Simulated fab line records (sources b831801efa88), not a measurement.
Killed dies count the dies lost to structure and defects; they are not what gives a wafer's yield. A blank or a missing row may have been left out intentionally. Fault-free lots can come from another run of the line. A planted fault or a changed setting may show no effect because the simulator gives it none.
fab line records -- flow sky130
record: lots: 12, wafers: 36, lastDay: 49
route steps=708 shown VT_ADJUST_HVTR@142 VT_ADJUST_PCH@152 GATE_OXIDE@194 POLY_GATE@205
lots untouched by any fault: they come from a run of this same line in which no faults occurred
startH: hours from the record's first day to the start of the lot's first wafer shown -- waitH: hours from the lot's prior step to this one -- " as in the row above -- L1.1+2: a single row standing in for several wafers -- - either no value or no given start -- * or withheld: withheld -- < > ~ a bound
route shown NAME@n: names a module that has steps shown in the file, with the first one's number in the route -- usual: mean/standard deviation of fault-free wafers -- same: alike in all rows -- chamber/n: place in a boat -- sites: per-site readings -- _std_site: the standard deviation of these -- _edge_site: mean of outer sites minus mean of inner sites -- radiusMm: for every site, how far away it sits from the centre of the wafer -- mask NAME#n: copy n -- behind: the last tool/chamber to shape the wafer -- hold: reason for holding the lot/hours on hold/outcome of the hold -- device: whichever transistor did not switch (one of n, p or np) -- end of line: tests run on the same wafers once the route is complete -- a step given without rows: its recipe and nothing more -- killed: at the first sort, the dies lost to defects and structure; wafer yield is something else -- map: dies across one wafer; x = killed, . = not, _ = none there
set.NAME: the run value of the setting; set.NAME@STEP: its run value at that earlier step -- model.NAME: the simulator's own value behind a step, which no gauge read
a sample of lots followed through the steps of the route, with each step as a table and each wafer as a row
services: from which hour (startH, from the record's first day; less than 0 if before it) a tool's chamber was out of use, for how many hours, and why
== steps ==
step: SKY_VT_ADJUST_HVTR_TW_MEAS_11
usual: VT_ADJUST_HVTR_TW: 208.7/2.5
lot.wafer,tool,chamber,startH,waitH,VT_ADJUST_HVTR_TW
L692.1,filmMetro-01,-,200.27,0.1,204.6
L692.5,filmMetro-01,-,200.27,0.1,204.4
L692.6,filmMetro-01,-,200.27,0.1,205.7
L693.2,filmMetro-01,-,211.52,0.1,205.0
L693.3,filmMetro-01,-,211.52,0.1,203.9
L693.6,filmMetro-01,-,211.52,0.1,204.7
L694.1,filmMetro-04,-,224.91,0.1,209.6
L694.4,filmMetro-04,-,224.91,0.1,210.6
L694.5,filmMetro-04,-,224.91,0.1,210.1
L696.1,filmMetro-04,-,229.93,0.1,211.9
L696.2,filmMetro-04,-,229.93,0.1,210.5
L696.4,filmMetro-04,-,229.93,0.1,208.5
L697.1,filmMetro-01,-,238.01,0.1,204.6
L697.2,filmMetro-01,-,238.01,0.1,204.9
L697.6,filmMetro-01,-,238.01,0.1,206.6
L698.2,filmMetro-03,-,244.22,0.1,209.2
L698.3,filmMetro-03,-,244.22,0.1,208.4
L698.4,filmMetro-03,-,244.22,0.1,208.8
L701.1,filmMetro-04,-,267.46,0.1,210.8
L701.4,filmMetro-04,-,267.46,0.1,211.8
L701.5,filmMetro-04,-,267.46,0.1,210.9
L702.2,filmMetro-04,-,276.37,0.1,210.8
L702.3,filmMetro-04,-,276.37,0.1,211.8
L702.4,filmMetro-04,-,276.37,0.1,210.9
L705.1,filmMetro-03,-,296.77,0.1,211.9
L705.3,filmMetro-03,-,296.77,0.1,211.4
L705.4,filmMetro-03,-,296.77,0.1,211.4
L706.3,filmMetro-01,-,307.43,0.1,206.6
L706.4,filmMetro-01,-,307.43,0.1,207.4
L706.6,filmMetro-01,-,307.43,0.1,207.2
L708.1,filmMetro-01,-,323.36,0.1,206.6
L708.4,filmMetro-01,-,323.36,0.1,206.3
L708.5,filmMetro-01,-,323.36,0.1,206.1
L712.1,filmMetro-01,-,346.86,0.1,207.7
L712.3,filmMetro-01,-,346.86,0.1,206.7
L712.6,filmMetro-01,-,346.86,0.1,207.2
step: SKY_VT_ADJUST_PCH_STRIP_09
recipe: chemistry: O2/N2, powerW: 1400, pressureMtorr: 1500, platenTempC: withheld, o2FlowSccm: 3000, n2FlowSccm: 300, overashFraction: 0.5
usual: drypumpMotorCurrentA: 5.5/0.42, o2FlowSccm: 3001/9.2, oesProductAu: 0.723/0.0042, stripTimeToEndpointS: 36.94/0.11
lot.wafer,tool,chamber,startH,waitH,drypumpMotorCurrentA,o2FlowSccm,oesProductAu,rfHoursCounterH,stripTimeToEndpointS
L692.1,plasmaAsher-01,1,222.25,0.1,5.6,3007,0.723,10,36.82
L692.5,plasmaAsher-01,1,222.25,0.1,5.6,3008,0.720,-,36.71
L692.6,plasmaAsher-01,0,222.25,0.1,5.3,2997,0.724,-,36.81
L693.2,plasmaAsher-03,1,233.79,0.1,4.9,2992,0.724,53,36.86
L693.3,plasmaAsher-03,1,233.79,0.1,5.0,2984,0.728,-,36.92
L693.6,plasmaAsher-03,1,233.79,0.1,5.0,2992,0.725,-,36.99
L694.1,plasmaAsher-04,1,248.29,0.1,6.4,2996,0.717,56,36.95
L694.4,plasmaAsher-04,1,248.29,0.1,6.5,3002,0.729,-,37.03
L694.5,plasmaAsher-04,1,248.29,0.1,6.4,3008,0.729,-,37.01
L696.1,plasmaAsher-01,0,253.75,0.1,5.3,2994,0.722,13,36.92
L696.2,plasmaAsher-01,1,253.75,0.1,5.6,2991,0.719,13,36.83
L696.4,plasmaAsher-01,1,253.75,0.1,5.6,3004,0.728,-,36.82
L697.1,plasmaAsher-03,1,260.78,0.1,4.9,2999,0.731,56,36.83
L697.2,plasmaAsher-03,0,260.78,0.1,5.8,2998,0.721,56,36.79
L697.6,plasmaAsher-03,1,260.78,0.1,5.0,3003,0.718,-,36.86
L698.2,plasmaAsher-03,1,268.58,0.1,4.9,2990,0.727,57,37.03
L698.3,plasmaAsher-03,1,268.58,0.1,4.9,3000,0.719,-,36.94
L698.4,plasmaAsher-03,0,268.58,0.1,5.8,2992,0.723,-,37.02
L701.1,plasmaAsher-01,1,292.70,0.1,5.6,3002,0.726,17,37.10
L701.4,plasmaAsher-01,0,292.70,0.1,5.3,3009,0.728,-,37.08
L701.5,plasmaAsher-01,1,292.70,0.1,5.6,3018,0.732,-,36.98
L702.2,plasmaAsher-01,0,300.93,0.1,5.3,3002,0.719,18,36.79
L702.3,plasmaAsher-01,0,300.93,0.1,5.3,2994,0.720,-,36.94
L702.4,plasmaAsher-01,1,300.93,0.1,5.6,2992,0.726,-,36.86
L705.1,plasmaAsher-01,1,321.54,0.1,5.6,3004,0.732,20,36.90
L705.3,plasmaAsher-01,0,321.54,0.1,5.3,2996,0.721,-,36.87
L705.4,plasmaAsher-01,1,321.54,0.1,5.6,2970,0.724,-,36.90
L706.3,plasmaAsher-01,0,333.21,0.2,5.3,3002,0.718,-,36.94
L706.4,plasmaAsher-01,1,333.21,0.2,5.6,3003,0.724,-,36.94
L706.6,plasmaAsher-01,1,333.21,0.2,5.6,3013,0.714,-,36.93
L708.1,plasmaAsher-01,0,348.69,0.1,5.3,3005,0.726,23,37.01
L708.4,plasmaAsher-01,0,348.69,0.1,5.3,3007,0.727,-,37.00
L708.5,plasmaAsher-01,1,348.69,0.1,5.6,3010,0.725,-,36.98
L712.1,plasmaAsher-04,0,371.28,0.1,5.2,3003,0.721,69,37.07
L712.3,plasmaAsher-04,0,371.28,0.1,5.2,3002,0.725,-,37.08
L712.6,plasmaAsher-04,0,371.28,0.1,5.2,3005,0.726,-,36.88
step: SKY_GATE_OXIDE_EXPOSE_07
recipe: maskId: LVOM, na: 0.6, sourceShape: conventional, sigmaOuter: 0.6, polarization: unpolarized, targetCdNm: 600, doseMj: 170
usual: focusOffsetNm: 0.1/0.55
same: sigmaOuter: 0.6
lot.wafer,tool,chamber,startH,waitH,mask,focusOffsetNm
L692.1,ilineStepper-02,0,290.28,-,LVOM#0,0.1
L692.5,ilineStepper-02,0,290.28,-,LVOM#0,1.1
L692.6,ilineStepper-02,0,290.28,-,LVOM#0,0.4
L693.2,ilineStepper-02,0,303.93,-,LVOM#0,-0.1
L693.3,ilineStepper-02,0,303.93,-,LVOM#0,-0.7
L693.6,ilineStepper-02,0,303.93,-,LVOM#0,-0.1
L694.1,ilineStepper-02,0,316.10,-,LVOM#0,-0.3
L694.4,ilineStepper-02,0,316.10,-,LVOM#0,0.4
L694.5,ilineStepper-02,0,316.10,-,LVOM#0,0.7
L696.1,ilineStepper-02,0,422.23,-,LVOM#0,0.2
L696.2,ilineStepper-02,0,422.23,-,LVOM#0,-0.2
L696.4,ilineStepper-02,0,422.23,-,LVOM#0,-0.5
L698.2,ilineStepper-01,0,422.85,-,LVOM#0,0.0
L698.3,ilineStepper-01,0,422.85,-,LVOM#0,0.4
L698.4,ilineStepper-01,0,422.85,-,LVOM#0,0.1
L697.1,ilineStepper-02,0,423.07,-,LVOM#0,0.6
L697.2,ilineStepper-02,0,423.07,-,LVOM#0,0.5
L697.6,ilineStepper-02,0,423.07,-,LVOM#0,0.4
L701.1,ilineStepper-02,0,423.36,-,LVOM#0,-0.1
L701.4,ilineStepper-02,0,423.36,-,LVOM#0,-0.1
L701.5,ilineStepper-02,0,423.36,-,LVOM#0,0.5
L702.2,ilineStepper-01,0,425.12,-,LVOM#0,-1.9
L702.3,ilineStepper-01,0,425.12,-,LVOM#0,0.1
L702.4,ilineStepper-01,0,425.12,-,LVOM#0,-0.3
L706.3,ilineStepper-01,0,431.99,-,LVOM#0,-0.1
L706.4,ilineStepper-01,0,431.99,-,LVOM#0,0.5
L706.6,ilineStepper-01,0,431.99,-,LVOM#0,0.1
L705.1,ilineStepper-01,0,432.67,-,LVOM#0,0.0
L705.3,ilineStepper-01,0,432.67,-,LVOM#0,0.0
L705.4,ilineStepper-01,0,432.67,-,LVOM#0,-0.3
L708.1,ilineStepper-01,0,434.17,-,LVOM#0,0.4
L708.4,ilineStepper-01,0,434.17,-,LVOM#0,0.8
L708.5,ilineStepper-01,0,434.17,-,LVOM#0,-0.5
L712.1,ilineStepper-01,0,452.12,-,LVOM#0,0.0
L712.3,ilineStepper-01,0,452.12,-,LVOM#0,1.2
L712.6,ilineStepper-01,0,452.12,-,LVOM#0,0.5
step: SKY_GATE_OXIDE_OVL_MEAS_10
usual: GATE_OXIDE_OVL: -0.2/1.4
lot.wafer,tool,chamber,startH,waitH,GATE_OXIDE_OVL[nm]
L692.1,overlay-01,-,302.06,0.1,1.0
L692.5,overlay-01,-,302.06,0.1,0.2
L692.6,overlay-01,-,302.06,0.1,-1.1
L693.2,overlay-02,-,315.66,0.1,0.3
L693.3,overlay-02,-,315.66,0.1,0.0
L693.6,overlay-02,-,315.66,0.1,0.1
L694.1,overlay-02,-,328.35,0.1,-162.3
L694.4,overlay-02,-,328.35,0.1,-161.1
L694.5,overlay-02,-,328.35,0.1,-161.5
L696.1,overlay-01,-,436.66,0.1,-163.1
L696.2,overlay-01,-,436.66,0.1,-160.5
L696.4,overlay-01,-,436.66,0.1,-162.5
L698.2,overlay-02,-,436.96,0.1,-0.3
L698.3,overlay-02,-,436.96,0.1,0.2
L698.4,overlay-02,-,436.96,0.1,-0.2
L697.1,overlay-01,-,437.26,0.1,-161.7
L697.2,overlay-01,-,437.26,0.1,-163.2
L697.6,overlay-01,-,437.26,0.1,-163.9
L701.1,overlay-01,-,437.56,0.1,-163.7
L701.4,overlay-01,-,437.56,0.1,-163.3
L701.5,overlay-01,-,437.56,0.1,-163.6
L702.2,overlay-01,-,439.21,0.1,0.6
L702.3,overlay-01,-,439.21,0.1,0.7
L702.4,overlay-01,-,439.21,0.1,1.7
L706.3,overlay-02,-,445.67,0.1,0.5
L706.4,overlay-02,-,445.67,0.1,0.2
L706.6,overlay-02,-,445.67,0.1,1.0
L705.1,overlay-02,-,446.75,0.1,1.1
L705.3,overlay-02,-,446.75,0.1,-0.1
L705.4,overlay-02,-,446.75,0.1,0.5
L708.1,overlay-01,-,448.40,0.1,2.6
L708.4,overlay-01,-,448.40,0.1,2.2
L708.5,overlay-01,-,448.40,0.1,1.0
L712.1,overlay-01,-,467.05,0.1,0.2
L712.3,overlay-01,-,467.05,0.1,-1.5
L712.6,overlay-01,-,467.05,0.1,-1.2
step: SKY_POLY_GATE_THK_MEAS_01
recipe: reads: poly-Si_of_POLY_GATE_CVD_00
usual: POLY_GATE_CVD_00_THK: 178.8/1.6
lot.wafer,tool,chamber,startH,waitH,POLY_GATE_CVD_00_THK[nm]
L692.1,filmMetro-04,-,317.59,0.0,175.9
L692.5,filmMetro-04,-,317.59,0.0,175.7
L692.6,filmMetro-04,-,317.59,0.0,176.3
L693.2,filmMetro-04,-,318.90,0.0,178.6
L693.3,filmMetro-04,-,318.90,0.0,175.5
L693.6,filmMetro-04,-,318.90,0.0,177.9
L694.1,filmMetro-02,-,331.59,0.0,177.1
L694.4,filmMetro-02,-,331.59,0.0,177.8
L694.5,filmMetro-02,-,331.59,0.0,178.0
L696.1,filmMetro-04,-,442.52,0.0,180.7
L696.2,filmMetro-04,-,442.52,0.0,178.4
L696.4,filmMetro-04,-,442.52,0.0,178.9
L697.1,filmMetro-02,-,442.52,0.0,178.8
L697.2,filmMetro-02,-,442.52,0.0,178.2
L697.6,filmMetro-02,-,442.52,0.0,181.0
L698.2,filmMetro-03,-,442.53,0.0,180.0
L698.3,filmMetro-03,-,442.53,0.0,182.4
L698.4,filmMetro-03,-,442.53,0.0,179.2
L701.1,filmMetro-04,-,442.58,0.1,180.0
L701.4,filmMetro-04,-,442.58,0.1,179.3
L701.5,filmMetro-04,-,442.58,0.1,180.1
L702.2,filmMetro-02,-,442.65,0.1,178.3
L702.3,filmMetro-02,-,442.65,0.1,178.5
L702.4,filmMetro-02,-,442.65,0.1,179.3
L706.3,filmMetro-02,-,449.38,0.0,178.8
L706.4,filmMetro-02,-,449.38,0.0,177.1
L706.6,filmMetro-02,-,449.38,0.0,178.9
L705.1,filmMetro-02,-,451.12,0.0,178.4
L705.3,filmMetro-02,-,451.12,0.0,177.8
L705.4,filmMetro-02,-,451.12,0.0,177.9
L708.1,filmMetro-03,-,453.80,0.0,177.8
L708.4,filmMetro-03,-,453.80,0.0,178.3
L708.5,filmMetro-03,-,453.80,0.0,179.1
L712.1,filmMetro-02,-,470.74,0.0,180.8
L712.3,filmMetro-02,-,470.74,0.0,181.6
L712.6,filmMetro-02,-,470.74,0.0,181.2
== services ==
tool,chamber,startH,hours,kind
ilineStepper-01,-,202.30,4.4,pm
ilineStepper-01,-,261.00,3.5,repair
plasmaAsher-03,-,272.52,4.3,pm
ilineStepper-02,-,320.51,1.8,repair
ilineStepper-02,-,346.75,1.7,pm
ilineStepper-01,-,348.48,1.7,pm
plasmaAsher-03,-,361.22,1.5,repair
ilineStepper-01,-,376.93,12.0,repair
plasmaAsher-04,-,381.83,20.0,repair
plasmaAsher-04,-,382.02,2.9,repair
ilineStepper-02,-,408.16,4.4,pm
plasmaAsher-03,-,421.25,9.0,pm
plasmaAsher-03,0,421.25,9.0,ventCycle
plasmaAsher-03,1,421.25,9.0,ventCycle
plasmaAsher-03,0,430.25,-,clean
plasmaAsher-03,1,430.25,-,clean
== key ==
firstSign: step: SKY_GATE_OXIDE_OVL_MEAS_10, reading: GATE_OXIDE_OVL, direction: down, sigmas: 99+, usual: -0.2, struck: -162.5
effect none on later readings
metAt SKY_GATE_OXIDE_EXPOSE_07
struckLots L694,L696,L697,L701
testerLeftOut L694,L696,L697,L701
notActingAt SKY_VT_ADJUST_HVTR_TW_MEAS_11,SKY_VT_ADJUST_PCH_STRIP_09,SKY_POLY_GATE_THK_MEAS_01
onsetBetween 303.93 316.10
fault: kind: scannerMatchingOverlay, tool: ilineStepper-02, chamber: -, onsetH: 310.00, steps: SKY_GATE_OXIDE_EXPOSE_07, offset: -161.24
testerLeftOut: of these lots the tester's yield and bins aren't shown, on N5 and GAA mostly nor the transistor test; their killed dies are dies lost to structure and defects alone, not to doping, threshold or leakage, so they don't give the yield
